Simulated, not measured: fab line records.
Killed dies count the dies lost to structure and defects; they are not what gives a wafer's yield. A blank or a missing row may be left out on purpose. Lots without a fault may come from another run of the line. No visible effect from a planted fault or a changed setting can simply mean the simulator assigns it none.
Code-filled problem report in 8D (eight disciplines) form + flow sky130 + the parts of the form that need people (team, actions taken, sign-off) are left out

== 1. WHAT IS WRONG ==
Mean NWELL_2_TW at SKY_NWELL_TW_MEAS_26: 456 over 6 wafers in 2 lots; fault-free wafers: 497, standard deviation 4.3. That puts it -9.4 standard deviations away from the usual mean.
Seen first at day 8 04:49 on film-metro-03, wafer L381.1. At this step, 36 wafers from 12 lots have a number in the record. The rule behind "out" and "out of limits": a value lying over 4 standard deviations away from the usual mean. The rest of the wafers with a number are treated as sound.

== 2. WHAT THIS IS AND IS NOT ==
| question                    | is                           | is not                                                              |
|-----------------------------|------------------------------|---------------------------------------------------------------------|
| which readings at this step | NWELL_2_TW                   | -                                                                   |
| which lots                  | L381, L382                   | L370, L371, L372, L375, L376, L377, L378, L379, L380, L392          |
| which wafers of those lots  | all that have a number       | -                                                                   |
| read on which gauges        | film-metro-02, film-metro-03 | film-metro-04                                                       |
| when                        | from day 8 04:49             | up to then (27 sound wafers); but 3 sound wafers of L392 came after |

== 3. SUSPECTS, AND WHAT RULES EACH OUT ==
Counting: a tool at any process step up to the reading remains a suspect when it ran all the lots that are out and ran no sound lot after the first of those.
- the gauge at SKY_NWELL_TW_MEAS_26 has been ruled out. 2 gauges (film-metro-02, film-metro-03) read the wafers that are out.
- implanter-01 at SKY_NWELL_IMPLANT_24: kept. It processed each lot that is out, first L381 at day 8 04:34, and no sound lot thereafter; up to then, the last sound lot it processed was L379 at day 7 20:50. Its own readings are out on those wafers: beam-on-s, faraday-current-uA.
After counting, what remains is implanter-01 at SKY_NWELL_IMPLANT_24.

== 4. THE CAUSE (what the simulator had put in) ==
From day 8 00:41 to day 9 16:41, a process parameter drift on implanter-01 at SKY_NWELL_IMPLANT_24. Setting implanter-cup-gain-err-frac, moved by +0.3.
After counting, this tool was the only one left.

== 5. THE EFFECT CHAIN, in route order ==
Each row: a reading whose mean over the struck wafers that have a number lies more than 3 standard deviations from the usual. Only readings whose record carries a usual standard deviation are examined. hours: median over the lots of the time between each lot's start at the first step of this table that gives one and its start at this step. sigmas: the change, counted in usual standard deviations.
| hours | step                 | reading            | usual  | on struck wafers | change | sigmas |
|-------|----------------------|--------------------|--------|------------------|--------|--------|
| 0     | SKY_NWELL_IMPLANT_24 | beam-on-s          | 9.99 s | 7.61             | -2.38  | -13    |
| 0     | SKY_NWELL_IMPLANT_24 | faraday-current-uA | 51.9   | 68.2             | +16.3  | +17    |
| 0     | SKY_NWELL_TW_MEAS_26 | NWELL_2_TW         | 497    | 456              | -40    | -9.4   |
Its process steps:
- SKY_NWELL_IMPLANT_24

== 6. HOW IT WOULD HAVE BEEN CAUGHT EARLIER ==
In this record the first reading out of limits at a measuring or inspecting step was taken at day 8 04:49, 4 hours after the fault began at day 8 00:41.
The tool's own readings at SKY_NWELL_IMPLANT_24 were out on every struck wafer that the step has a row for (beam-on-s, faraday-current-uA): an alarm limit on them would have fired on the first of those.
L382, from the lots that are out (2), started SKY_NWELL_IMPLANT_24 on implanter-01 later than day 8 04:49. Putting the tool on hold at that point would have spared it.
